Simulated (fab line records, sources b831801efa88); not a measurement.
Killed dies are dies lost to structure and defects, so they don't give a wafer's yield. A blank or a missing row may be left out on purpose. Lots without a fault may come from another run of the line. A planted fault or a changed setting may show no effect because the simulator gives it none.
fab line records | flow sky130
record lots=6 wafers=18 last_day=50
route steps=708 shown SD_P@327 RES_XHIGH@332 SD_N@342 PAD_OPEN@708
lots that met no fault: from a run of the same line without faults
start_h: hours from the record's first day to the start of the lot's first wafer shown | wait_h: hours since the lot's step before | " the same as in the row above | L1.1+2: a row that stands for several wafers | - no value, or no start given | * or withheld: withheld | < > ~ a bound
route shown NAME@n: a module of which the file shows steps, and the number in the route of the first | usual: mean/standard deviation of fault-free wafers | same: alike in all rows | chamber/n: place in a boat | sites: the reading at each site | _std_site: their standard deviation | _edge_site: outer sites' mean less inner sites' | radius_mm: how far each site lies from the wafer's centre | mask NAME#n: copy n | behind: the tool/chamber that last shaped the wafer | hold: why the lot was held/for how many hours/how that ended | device: the transistor (n, p or np) that didn't switch | end of line: the same wafers' tests at the end of the route | a step without rows: its recipe alone | killed: dies lost to structure and defects at the first sort, not the wafer's yield | map: a wafer's dies, x killed, . not, _ none there
set.NAME: the setting as run; set.NAME@STEP: as run at that earlier step | model.NAME: the simulator's own value behind a step, which no gauge read
lots at some steps of the route; a table a step, a row a wafer
services: from which hour (start_h, from the record's first day; less than 0 if before it) a tool's chamber was out of use, for how many hours, and why
## steps
# step SKY_SD_P_CD_MEAS_07
# recipe target_cd_nm=380
# usual cd_nm=379.1/1.8
# columns lot.wafer tool chamber start_h wait_h cd_nm
L941.2 cd_sem-02 - 623.41 0.1 379.5
L941.3 " - " " 382.2
L941.5 " - " " 379.0
L943.1 cd_sem-01 - 623.50 0.1 379.6
L943.4 " - " " 380.4
L943.6 " - " " 382.1
L955.1 cd_sem-01 - 710.44 0.1 378.5
L955.4 " - " " 377.7
L955.5 " - " " 378.5
L956.2 cd_sem-01 - 712.27 0.1 377.5
L956.3 " - " " 380.8
L956.6 " - " " 381.7
L959.3 cd_sem-02 - 738.84 0.1 378.9
L959.5 " - " " 381.0
L959.6 " - " " 380.4
L963.1 cd_sem-01 - 773.49 0.1 378.8
L963.3 " - " " 380.9
L963.5 " - " " 380.4
# step SKY_SD_P_OVL_MEAS_08
# usual SD_P_OVL=-0.3/1.3
# columns lot.wafer tool chamber start_h wait_h SD_P_OVL[nm]
L941.2 overlay-01 - 623.52 0.1 -1.2
L941.3 " - " " 0.9
L941.5 " - " " -0.5
L943.1 overlay-02 - 623.62 0.1 0.0
L943.4 " - " " 0.9
L943.6 " - " " 0.1
L955.1 overlay-02 - 710.56 0.1 -0.5
L955.4 " - " " -1.0
L955.5 " - " " 1.5
L956.2 overlay-02 - 712.38 0.1 -0.9
L956.3 " - " " 0.2
L956.6 " - " " 0.0
L959.3 overlay-02 - 738.93 0.1 1.1
L959.5 " - " " 0.5
L959.6 " - " " -1.0
L963.1 overlay-02 - 773.61 0.1 -1.4
L963.3 " - " " -0.2
L963.5 " - " " 1.0
# step SKY_SD_P_IMPLANT_09
# recipe species=BF2 energy_kev=20 dose_cm2=2.962e+15 tilt_deg=0
# step SKY_SD_P_STRIP_10
# recipe chemistry=O2/N2 power_w=1400 pressure_mtorr=1500 platen_temp_c=withheld o2_flow_sccm=3000 n2_flow_sccm=300 overash_fraction=0.5
# usual drypump_motor_current_A=5.7/0.41 oes_product_au=0.618/0.0048 strip_time_to_endpoint_s=17.48/0.032
# same overash_fraction=0.5
# columns lot.wafer tool chamber start_h wait_h drypump_motor_current_A oes_product_au rf_hours_counter_h strip_time_to_endpoint_s
L941.2 plasma_asher-01 1 623.70 0.1 5.7 0.627 95 17.48
L941.3 " 1 " " 5.7 0.618 - 17.49
L941.5 " 0 " " 5.2 0.622 - 17.57
L943.1 plasma_asher-04 0 623.81 0.1 5.9 0.616 50 17.54
L943.4 " 1 " " 6.4 0.616 - 17.49
L943.6 " 1 " " 6.4 0.612 - 17.53
L955.1 plasma_asher-02 0 710.75 0.1 5.7 0.616 86 17.46
L955.4 " 0 " " 5.7 0.617 - 17.48
L955.5 " 0 " " 5.7 0.621 - 17.46
L956.2 plasma_asher-01 1 712.56 0.1 5.7 0.620 103 17.49
L956.3 " 1 " " 5.7 0.620 - 17.44
L956.6 " 0 " " 5.2 0.622 - 17.42
L959.3 plasma_asher-04 1 739.14 0.1 6.3 0.624 - 17.50
L959.5 " 0 " " 5.9 0.617 - 17.49
L959.6 " 1 " " 6.3 0.614 - 17.52
L963.1 plasma_asher-01 1 773.80 0.1 5.7 0.616 3 17.49
L963.3 " 0 " " 5.2 0.607 - 17.50
L963.5 " 0 " " 5.2 0.617 - 17.46
# step SKY_SD_P_TW_MEAS_11
# usual SD_P_TW=2846/32
# columns lot.wafer tool chamber start_h wait_h SD_P_TW
L941.2 film_metro-04 - 623.81 0.1 2858
L941.3 " - " " 2850
L941.5 " - " " 2858
L943.1 film_metro-03 - 623.91 0.1 2862
L943.4 " - " " 2856
L943.6 " - " " 2842
L955.1 film_metro-04 - 710.85 0.1 2872
L955.4 " - " " 2864
L955.5 " - " " 2887
L956.2 film_metro-03 - 712.67 0.1 2844
L956.3 " - " " 2847
L956.6 " - " " 2849
L959.3 film_metro-03 - 739.23 0.1 2861
L959.5 " - " " 2859
L959.6 " - " " 2875
L963.1 film_metro-01 - 773.90 0.1 2798
L963.3 " - " " 2783
L963.5 " - " " 2779
# step SKY_RES_XHIGH_DEHYDRATE_00
# recipe temp_c=200 time_s=60
# step SKY_RES_XHIGH_HMDS_01
# recipe prime_time_s=60 prime_temp_c=120
# step SKY_RES_XHIGH_COAT_02
# recipe resist=NOVOLAK spin_rpm=3000 resist_thk_nm=1140
# step SKY_RES_XHIGH_SOFTBAKE_03
# recipe temp_c=90 time_s=60 resist=NOVOLAK
# step SKY_RES_XHIGH_EXPOSE_04
# recipe mask_id=URPM na=0.6 source_shape=conventional sigma_outer=0.6 polarization=unpolarized target_cd_nm=1270 dose_mj=140
# step SKY_RES_XHIGH_PEB_05
# recipe temp_c=withheld time_s=* resist=NOVOLAK
# step SKY_RES_XHIGH_DEVELOP_06
# recipe resist=NOVOLAK developer=TMAH develop_time_s=60 dev_temp_c=23
# step SKY_RES_XHIGH_IMPLANT_07
# recipe species=BF2 energy_kev=20 dose_cm2=3.6e+14 tilt_deg=0
# usual beam_energy_keV=19.999/0.0059 dose_ions_cm2=3.601e+14/4.5e+11 faraday_current_uA=536/79
# columns lot.wafer tool chamber start_h wait_h beam_energy_keV dose_ions_cm2 faraday_current_uA
L941.2 implanter-01 0 652.72 0.1 20.001 3.6e+14 493
L941.3 " 0 " " 20.002 3.595e+14 494
L941.5 " 0 " " 20.004 3.598e+14 488
L943.1 implanter-03 0 653.08 0.1 20.002 3.608e+14 499
L943.4 " 0 " " 19.998 3.603e+14 503
L943.6 " 0 " " 19.996 3.611e+14 482
L955.1 implanter-01 0 737.90 0.1 19.993 3.677e+14 481
L955.4 " 0 " " 20.002 3.677e+14 486
L955.5 " 0 " " 20.004 3.684e+14 485
L956.2 implanter-01 0 739.81 0.1 20.001 3.677e+14 481
L956.3 " 0 " " 20.006 3.671e+14 487
L956.6 " 0 " " 20.011 3.676e+14 482
L959.3 implanter-02 0 765.75 0.1 19.993 3.611e+14 648
L959.5 " 0 " " 19.996 3.603e+14 671
L959.6 " 0 " " 19.989 3.604e+14 662
L963.1 implanter-03 0 800.65 0.1 20.003 3.605e+14 492
L963.3 " 0 " " 20.001 3.599e+14 496
L963.5 " 0 " " 20.008 3.602e+14 485
# step SKY_RES_XHIGH_STRIP_08
# recipe chemistry=O2/N2 power_w=1400 pressure_mtorr=1500 platen_temp_c=withheld o2_flow_sccm=3000 n2_flow_sccm=300 overash_fraction=0.5
# usual drypump_motor_current_A=5.7/0.35 oes_product_au=0.711/0.0051 strip_time_to_endpoint_s=14.27/0.037
# same overash_fraction=0.5
# columns lot.wafer tool chamber start_h wait_h drypump_motor_current_A oes_product_au rf_hours_counter_h strip_time_to_endpoint_s
L941.2 plasma_asher-02 0 652.85 0.1 5.7 0.714 80 14.24
L941.3 " 0 " " 5.7 0.709 - 14.25
L941.5 " 0 " " 5.7 0.716 - 14.26
L943.1 plasma_asher-03 1 653.23 0.1 5.7 0.712 22 14.25
L943.4 " 1 " " 5.7 0.715 - 14.27
L943.6 " 1 " " 5.7 0.715 - 14.27
L955.1 plasma_asher-04 1 738.05 0.1 6.4 0.710 61 14.30
L955.4 " 1 " " 6.3 0.708 - 14.31
L955.5 " 0 " " 5.9 0.709 - 14.28
L956.2 plasma_asher-02 0 739.93 0.1 5.7 0.713 89 14.21
L956.3 " 0 " " 5.7 0.715 - 14.26
L956.6 " 0 " " 5.6 0.708 - 14.22
L959.3 plasma_asher-03 0 765.88 0.1 5.6 0.710 - 14.29
L959.5 " 1 " " 5.6 0.710 - 14.27
L959.6 " 0 " " 5.6 0.717 - 14.28
L963.1 plasma_asher-03 1 800.80 0.1 5.7 0.700 37 14.37
L963.3 " 0 " " 5.6 0.718 - 14.28
L963.5 " 1 " " 5.7 0.708 - 14.32
# step SKY_RES_XHIGH_TW_MEAS_09
# usual RES_XHIGH_TW=1638/22
# columns lot.wafer tool chamber start_h wait_h RES_XHIGH_TW
L941.2 film_metro-01 - 652.96 0.1 1624
L941.3 " - " " 1614
L941.5 " - " " 1616
L943.1 film_metro-01 - 653.33 0.1 1611
L943.4 " - " " 1623
L943.6 " - " " 1626
L955.1 film_metro-03 - 738.15 0.1 1667
L955.4 " - " " 1666
L955.5 " - " " 1677
L956.2 film_metro-04 - 740.04 0.1 1675
L956.3 " - " " 1679
L956.6 " - " " 1680
L959.3 film_metro-04 - 765.97 0.1 1660
L959.5 " - " " 1659
L959.6 " - " " 1661
L963.1 film_metro-01 - 800.90 0.1 1624
L963.3 " - " " 1616
L963.5 " - " " 1622
# step SKY_SD_N_DEHYDRATE_00
# recipe temp_c=200 time_s=60
# step SKY_SD_N_HMDS_01
# recipe prime_time_s=60 prime_temp_c=120
# step SKY_SD_N_COAT_02
# recipe resist=NOVOLAK spin_rpm=3000 resist_thk_nm=1140
# step SKY_SD_N_SOFTBAKE_03
# recipe temp_c=90 time_s=60 resist=NOVOLAK
# step SKY_SD_N_EXPOSE_04
# recipe mask_id=NSDM na=0.6 source_shape=conventional sigma_outer=0.6 polarization=unpolarized target_cd_nm=380 dose_mj=141
# step SKY_SD_N_PEB_05
# recipe temp_c=withheld time_s=* resist=NOVOLAK
# step SKY_SD_N_DEVELOP_06
# recipe resist=NOVOLAK developer=TMAH develop_time_s=60 dev_temp_c=23
# step SKY_SD_N_CD_MEAS_07
# recipe target_cd_nm=380
# usual cd_nm=379.9/2.7
# columns lot.wafer tool chamber start_h wait_h cd_nm
L941.2 cd_sem-02 - 681.36 0.3 381.9
L941.3 " - " " 381.4
L941.5 " - " " 384.5
L943.1 cd_sem-02 - 681.75 0.4 376.9
L943.4 " - " " 377.1
L943.6 " - " " 376.9
L955.1 cd_sem-02 - 765.14 0.1 380.7
L955.4 " - " " 381.0
L955.5 " - " " 380.4
L956.2 cd_sem-02 - 767.21 0.1 378.8
L956.3 " - " " 379.0
L956.6 " - " " 378.7
L959.3 cd_sem-02 - 792.88 0.1 383.4
L959.5 " - " " 381.1
L959.6 " - " " 382.1
L963.1 cd_sem-01 - 827.71 0.1 385.3
L963.3 " - " " 386.4
L963.5 " - " " 384.9
# step SKY_SD_N_OVL_MEAS_08
# usual SD_N_OVL=-0.2/1.3
# columns lot.wafer tool chamber start_h wait_h SD_N_OVL[nm]
L941.2 overlay-01 - 681.47 0.1 2.7
L941.3 " - " " -0.1
L941.5 " - " " -1.2
L943.1 overlay-02 - 681.87 0.1 1.5
L943.4 " - " " 0.9
L943.6 " - " " 0.7
L955.1 overlay-01 - 765.26 0.1 -1.9
L955.4 " - " " -1.5
L955.5 " - " " -0.7
L956.2 overlay-01 - 767.32 0.1 0.0
L956.3 " - " " -0.9
L956.6 " - " " 0.5
L959.3 overlay-01 - 792.97 0.1 -1.3
L959.5 " - " " -1.8
L959.6 " - " " -1.4
L963.1 overlay-01 - 827.83 0.1 -1.7
L963.3 " - " " -0.5
L963.5 " - " " -2.3
# step SKY_SD_N_IMPLANT_09
# recipe species=As energy_kev=50 dose_cm2=4e+15 tilt_deg=0
# step SKY_SD_N_IMPLANT_10
# recipe species=P energy_kev=20 dose_cm2=1e+14 tilt_deg=0
# step SKY_SD_N_STRIP_11
# recipe chemistry=O2/N2 power_w=1400 pressure_mtorr=1500 platen_temp_c=withheld o2_flow_sccm=3000 n2_flow_sccm=300 overash_fraction=0.5
# usual drypump_motor_current_A=5.7/0.34 oes_product_au=0.527/0.0049 strip_time_to_endpoint_s=22.57/0.05
# same overash_fraction=0.5
# columns lot.wafer tool chamber start_h wait_h drypump_motor_current_A oes_product_au rf_hours_counter_h strip_time_to_endpoint_s
L941.2 plasma_asher-01 1 681.80 0.1 5.7 0.524 100 22.56
L941.3 " 0 " " 5.2 0.532 - 22.59
L941.5 " 0 " " 5.2 0.537 - 22.60
L943.1 plasma_asher-03 1 682.21 0.1 5.6 0.532 24 22.62
L943.4 " 0 " " 5.6 0.522 - 22.64
L943.6 " 1 " " 5.7 0.535 - 22.63
L955.1 plasma_asher-04 1 765.60 0.1 6.3 0.528 66 22.56
L955.4 " 1 " " 6.3 0.533 - 22.61
L955.5 " 0 " " 6.0 0.525 - 22.54
L956.2 plasma_asher-03 1 767.65 0.1 5.6 0.533 34 22.56
L956.3 " 0 " " 5.6 0.530 - 22.57
L956.6 " 0 " " 5.6 0.527 - 22.64
L959.3 plasma_asher-03 0 793.33 0.1 5.5 0.537 - 22.49
L959.5 " 0 " " 5.6 0.524 - 22.53
L959.6 " 1 " " 5.6 0.524 - 22.47
L963.1 plasma_asher-01 1 828.17 0.1 5.7 0.531 9 22.61
L963.3 " 1 " " 5.7 0.532 - 22.60
L963.5 " 0 " " 5.2 0.522 - 22.58
# step SKY_SD_N_TW_MEAS_12
# usual SD_N_TW=3975/55
# columns lot.wafer tool chamber start_h wait_h SD_N_TW
L941.2 film_metro-01 - 681.91 0.1 3943
L941.3 " - " " 3941
L941.5 " - " " 3944
L943.1 film_metro-01 - 682.31 0.1 3940
L943.4 " - " " 3929
L943.6 " - " " 3918
L955.1 film_metro-04 - 765.70 0.1 4025
L955.4 " - " " 4034
L955.5 " - " " 4037
L956.2 film_metro-01 - 767.76 0.1 3950
L956.3 " - " " 3948
L956.6 " - " " 3945
L959.3 film_metro-01 - 793.46 0.1 3957
L959.5 " - " " 3932
L959.6 " - " " 3963
L963.1 film_metro-01 - 828.27 0.1 3910
L963.3 " - " " 3901
L963.5 " - " " 3923
# step SKY_SD_N_CLEAN_13
# recipe chemistry=SC1/SC2 mix=1:4:20 temp_c=70 time_s=150 dry=n2_spin
# step SKY_SD_N_RTA_14
# recipe temp_c=1075 time_s=2 idle_temp_c=650 ramp_up_c_per_s=150 ramp_down_c_per_s=90 ambient=N2
# usual chamber_o2_ppm=2.002/0.021 lamp_power_pct=15.73/0.057 wafer_temp_C_max=1078.3/1.3
# same time_s=2
# columns lot.wafer tool chamber start_h wait_h chamber_o2_ppm lamp_power_pct wafer_temp_C_max
L941.2 rtp_anneal-02 0 682.01 0.0 2.019 15.75 1077.0
L941.3 " 0 " " 1.986 15.74 1077.8
L941.5 " 0 " " 1.964 15.67 1077.5
L943.1 rtp_anneal-01 0 682.42 0.0 1.997 15.72 1078.4
L943.4 " 0 " " 2.021 15.75 1077.3
L943.6 " 0 " " 1.991 15.73 1076.5
L955.1 rtp_anneal-01 0 765.81 0.0 2.006 15.76 1080.7
L955.4 " 0 " " 1.988 15.65 1078.6
L955.5 " 0 " " 2.034 15.70 1079.4
L956.2 rtp_anneal-02 0 767.87 0.0 1.985 15.72 1078.4
L956.3 " 0 " " 1.970 15.81 1077.9
L956.6 " 0 " " 1.994 15.66 1078.9
L959.3 rtp_anneal-01 0 793.57 0.0 1.989 15.73 1078.7
L959.5 " 0 " " 1.993 15.89 1079.6
L959.6 " 0 " " 1.990 15.73 1077.2
L963.1 rtp_anneal-02 0 828.38 0.0 2.008 15.83 1080.0
L963.3 " 0 " " 2.029 15.71 1078.1
L963.5 " 0 " " 2.012 15.65 1077.7
# step SKY_SD_N_RS_MEAS_16
# recipe thk_meas_gauge=four-point-probe
# usual SD_N_RS=68.64/0.11
# columns lot.wafer tool chamber start_h wait_h SD_N_RS[ohm/sq]
L941.2 film_metro-03 - 682.20 0.1 68.87
L941.3 " - " " 68.76
L941.5 " - " " 68.69
L943.1 film_metro-04 - 682.59 0.1 68.68
L943.4 " - " " 68.67
L943.6 " - " " 68.66
L955.1 film_metro-01 - 765.99 0.1 68.54
L955.4 " - " " 68.42
L955.5 " - " " 68.56
L956.2 film_metro-03 - 768.06 0.1 68.70
L956.3 " - " " 68.98
L956.6 " - " " 68.77
L959.3 film_metro-03 - 793.76 0.1 68.69
L959.5 " - " " 68.60
L959.6 " - " " 68.64
L963.1 film_metro-04 - 828.55 0.1 68.64
L963.3 " - " " 68.59
L963.5 " - " " 68.72
# step SKY_SD_N_RS_MEAS_17
# recipe thk_meas_gauge=four-point-probe
# usual SD_P_RS=147.4/0.32
# columns lot.wafer tool chamber start_h wait_h SD_P_RS[ohm/sq]
L941.2 film_metro-03 - 682.32 0.1 148.4
L941.3 " - " " 147.7
L941.5 " - " " 147.6
L943.1 film_metro-04 - 682.71 0.1 147.4
L943.4 " - " " 147.5
L943.6 " - " " 147.5
L955.1 film_metro-01 - 766.11 0.1 146.9
L955.4 " - " " 147.3
L955.5 " - " " 147.2
L956.2 film_metro-03 - 768.18 0.1 147.8
L956.3 " - " " 148.0
L956.6 " - " " 147.5
L959.3 film_metro-03 - 793.88 0.1 147.3
L959.5 " - " " 147.3
L959.6 " - " " 147.2
L963.1 film_metro-04 - 828.67 0.1 147.6
L963.3 " - " " 147.9
L963.5 " - " " 147.9
# step SKY_SD_N_RS_MEAS_18
# recipe thk_meas_gauge=four-point-probe
# usual RES_XHIGH_RS=333.9/1.2
# columns lot.wafer tool chamber start_h wait_h hold RES_XHIGH_RS[ohm/sq]
L941.2 film_metro-03 - 682.44 0.1 - 334.5
L941.3 " - " " - 334.3
L941.5 " - " " - 335.4
L943.1 film_metro-04 - 682.83 0.1 - 333.6
L943.4 " - " " - 335.7
L943.6 " - " " - 332.3
L955.1 film_metro-01 - 766.23 0.1 await_dispo/0.2h/release 328.2
L955.4 " - " " await_dispo/0.2h/release 327.0
L955.5 " - " " await_dispo/0.2h/release 327.8
L955.1 film_metro-01 - 766.51 0.3 - 328.6
L955.4 " - " " - 327.7
L955.5 " - " " - 328.2
L956.2 film_metro-03 - 768.30 0.1 await_dispo/0.2h/release 327.2
L956.3 " - " " await_dispo/0.2h/release 327.3
L956.6 " - " " await_dispo/0.2h/release 327.9
L956.2 film_metro-03 - 768.58 0.3 - 327.8
L956.3 " - " " - 327.1
L956.6 " - " " - 327.6
L959.3 film_metro-03 - 794.00 0.1 - 335.1
L959.5 " - " " - 334.3
L959.6 " - " " - 334.9
L963.1 film_metro-04 - 828.79 0.1 - 333.2
L963.3 " - " " - 332.2
L963.5 " - " " - 333.0
# step SKY_PAD_OPEN_PROBE_99
# usual killed_at_M0_to_M3=44/6.6 killed_at_M4_up=3.0/1.9 killed_at_contacts=24/5.1 killed_at_front_end=16/4.6 killed_at_other=0.3/0.59 killed_dies=88/9.5 killed_on_rim=17/3.7 killed_open=48/6.7 killed_short=40/6.1
# same gross_dies=492 killed_at_back_side=0
# columns lot.wafer tool chamber start_h wait_h killed_at_M0_to_M3 killed_at_M4_up killed_at_contacts killed_at_front_end killed_at_other killed_dies killed_on_rim killed_open killed_short
L941.2 prober-02 - 1102.52 0.1 39 4 23 18 1 85 15 47 38
L941.3 prober-02 - 1102.57 0.2 48 3 19 16 0 86 16 49 37
L941.5 prober-02 - 1102.67 0.2 53 2 22 8 0 85 16 47 38
L943.1 prober-01 - 1108.41 0.1 51 3 26 13 1 94 19 44 48
L943.4 prober-01 - 1108.56 0.2 41 3 21 23 1 89 20 43 45
L943.6 prober-01 - 1108.66 0.2 51 1 27 9 1 89 20 51 38
L959.3 prober-02 - 1180.77 0.2 51 3 32 16 0 102 24 61 40
L959.5 prober-02 - 1180.87 0.2 48 5 20 21 1 95 20 47 47
L959.6 prober-02 - 1180.92 0.2 39 3 26 27 0 95 23 54 41
L963.1 prober-02 - 1205.80 0.1 26 5 25 13 0 69 19 38 31
L963.3 prober-02 - 1205.90 0.2 34 0 23 19 0 76 11 40 36
L963.5 prober-02 - 1206.00 0.2 47 5 26 17 1 96 17 56 40
# killed by level:class
L941.2 VIA2:geometric_particle:open=11 LI_CONTACT:geometric_particle:open=7 CONTACT:geometric_particle:open=7 FIELD_ISO:geometric_particle:open=6 LOCAL_INTERCONNECT:geometric_particle:short=6 VIA1:geometric_particle:open=6 VIA3:geometric_particle:open=5 METAL4:geometric_particle:short=4
L941.3 CONTACT:geometric_particle:open=9 VIA1:geometric_particle:open=9 VIA2:geometric_particle:open=9 VIA3:geometric_particle:open=7 METAL2:geometric_particle:short=6 POLY_GATE:geometric_particle:open=5 METAL1:geometric_particle:short=5 POLY_GATE:geometric_particle:short=4
L941.5 VIA1:geometric_particle:open=11 VIA2:geometric_particle:open=10 LI_CONTACT:geometric_particle:open=7 CONTACT:geometric_particle:open=7 VIA3:geometric_particle:open=6 LI_CONTACT:geometric_particle:short=5 METAL1:geometric_particle:short=5 METAL3:geometric_particle:short=5
L943.1 VIA1:geometric_particle:open=13 METAL1:geometric_particle:short=9 VIA3:geometric_particle:open=9 LI_CONTACT:geometric_particle:open=8 METAL2:geometric_particle:short=7 CONTACT:geometric_particle:open=6 LI_CONTACT:geometric_particle:short=5 CONTACT:geometric_particle:short=5
L943.4 POLY_GATE:geometric_particle:short=9 VIA1:geometric_particle:open=7 METAL2:geometric_particle:short=6 POLY_GATE:geometric_particle:open=6 VIA3:geometric_particle:open=6 CONTACT:geometric_particle:short=6 CONTACT:geometric_particle:open=6 METAL1:geometric_particle:short=6
L943.6 VIA2:geometric_particle:open=10 CONTACT:geometric_particle:open=9 LI_CONTACT:geometric_particle:open=8 VIA1:geometric_particle:open=7 CONTACT:geometric_particle:short=6 METAL2:geometric_particle:short=6 METAL1:geometric_particle:short=6 VIA1:geometric_particle:short=5
L959.3 VIA1:geometric_particle:open=12 CONTACT:geometric_particle:open=11 VIA3:geometric_particle:open=9 LI_CONTACT:geometric_particle:open=9 VIA2:geometric_particle:open=9 METAL1:geometric_particle:short=8 POLY_GATE:geometric_particle:short=5 VIA3:geometric_particle:short=5
L959.5 CONTACT:geometric_particle:open=9 VIA2:geometric_particle:short=7 METAL1:geometric_particle:short=7 VIA1:geometric_particle:open=7 POLY_GATE:geometric_particle:short=6 VIA3:geometric_particle:open=6 FIELD_ISO:geometric_particle:short=4 POLY_GATE:geometric_particle:open=4
L959.6 CONTACT:geometric_particle:open=12 VIA1:geometric_particle:open=9 POLY_GATE:geometric_particle:open=8 FIELD_ISO:geometric_particle:short=6 POLY_GATE:geometric_particle:short=6 LI_CONTACT:geometric_particle:open=6 VIA2:geometric_particle:open=5 VIA3:geometric_particle:open=5
L963.1 CONTACT:geometric_particle:open=8 METAL2:geometric_particle:short=8 LI_CONTACT:geometric_particle:open=7 FIELD_ISO:geometric_particle:open=6 LI_CONTACT:geometric_particle:short=4 VIA3:geometric_particle:open=4 VIA2:geometric_particle:open=4 VIA3:geometric_particle:short=3
L963.3 VIA1:geometric_particle:open=11 CONTACT:geometric_particle:open=9 FIELD_ISO:geometric_particle:short=8 VIA1:geometric_particle:short=8 CONTACT:geometric_particle:short=6 SPACER:geometric_particle:open=4 LOCAL_INTERCONNECT:geometric_particle:short=4 METAL2:geometric_particle:short=4
L963.5 VIA1:geometric_particle:open=11 LI_CONTACT:geometric_particle:open=10 METAL1:geometric_particle:short=8 VIA3:geometric_particle:open=8 CONTACT:geometric_particle:short=5 CONTACT:geometric_particle:open=5 VIA2:geometric_particle:open=5 POLY_GATE:geometric_particle:open=4
## services
# columns tool chamber start_h hours kind
plasma_asher-02 - 602.79 1.9 repair
plasma_asher-01 - 649.92 0.5 repair
rtp_anneal-01 - 663.21 6.3 pm
implanter-01 - 686.72 4.7 pm
implanter-03 - 687.86 2.1 repair
plasma_asher-02 - 701.28 0.7 repair
implanter-03 - 731.69 4.7 pm
plasma_asher-01 - 733.75 9.0 pm
plasma_asher-01 0 733.75 9.0 vent_cycle
plasma_asher-01 1 733.75 9.0 vent_cycle
plasma_asher-02 - 740.03 28.1 pm
plasma_asher-01 0 742.75 - clean
plasma_asher-01 1 742.75 - clean
plasma_asher-01 - 748.93 9.5 repair
implanter-03 - 761.64 14.3 pm
implanter-01 - 766.98 1.7 repair
implanter-01 - 781.65 2.7 pm
implanter-02 - 802.54 7.3 repair
implanter-03 - 803.44 0.8 repair
implanter-01 - 803.76 1.0 repair
plasma_asher-03 - 806.46 14.6 pm
## key
first_sign step=SKY_RES_XHIGH_IMPLANT_07 reading=dose_ions_cm2 direction=up sigmas=17 usual=* struck=*
effect step=SKY_SD_N_RS_MEAS_18 reading=visit direction=added
effect step=SKY_SD_N_RS_MEAS_18 reading=RES_XHIGH_RS direction=down sigmas=5.3 usual=333.9 struck=327.6
met_at SKY_RES_XHIGH_IMPLANT_07
struck_wafers L955.1,L955.4,L955.5,L956.2,L956.3,L956.6
tester_left_out L955,L956
onset_between 652.72 737.90
fault kind=process_parameter_drift tool=implanter-01 chamber=- onset_h=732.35 steps=SKY_RES_XHIGH_IMPLANT_07 channel=dose_cm2 offset=* shape=step end_h=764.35 acts_in=* stated=*
# tester_left_out: of these lots the tester's yield and bins aren't shown, on N5 and GAA mostly nor the transistor test; their killed dies are dies lost to structure and defects alone, not to doping, threshold or leakage, so they don't give the yield
